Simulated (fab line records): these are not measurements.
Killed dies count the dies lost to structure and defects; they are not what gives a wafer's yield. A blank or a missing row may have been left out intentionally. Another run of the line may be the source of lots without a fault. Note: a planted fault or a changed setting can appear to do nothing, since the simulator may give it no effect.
Matching of chambers -- flow gf180mcu -- 4 sister chambers for GF_M5_ETCH_09 on rie diel-01
The step etches Si3N4 in CF4/O2, target depth 52 nm, time 11.6 s. 4 wafers are shown with their chamber, then 8 later ones without.

## WAFERS PAIRED WITH THEIR CHAMBERS
wafer,chamber,rf fwd power W (W)
L091.4,2,785
L093.5,0,783
L093.6,1,792
L094.2,3,783

## WAFERS WITHOUT THEIR CHAMBER
wafer,rf fwd power W (W)
L094.3,783
L094.5,789
L096.3,789
L096.4,781
L096.5,791
L097.2,786
L097.4,790
L097.6,780

## WHICH CHAMBER EACH WENT THROUGH
wafer,from the rows above,in truth
L094.3,can't be placed: 0 or 3 or 2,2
L094.5,can't be placed: 1 or 2 or 0 or 3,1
L096.3,can't be placed: 1 or 2 or 0 or 3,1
L096.4,can't be placed: 0 or 3 or 2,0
L096.5,1,1
L097.2,can't be placed: 2 or 0 or 3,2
L097.4,can't be placed: 1 or 2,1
L097.6,can't be placed: 0 or 3 or 2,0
1 of 8 placed correctly. Unplaceable from these rows: 7, with the true chamber sitting among the candidates in 7. Number placed wrongly: 0.
How it was worked out, from the rows above alone: a wafer's distance from a chamber is the root of the sum, over the readings, of the square of ((its reading less the chamber's mean) divided by the reading's scatter). The wafer belongs to the nearest chamber; if the next one is less than 2 further off, it can't be placed. Each chamber's mean is taken over the wafers shown for it. The scatter (one wafer shown for each chamber): square how far every hidden wafer sits from the nearest shown wafer, average those squares and take the square root.
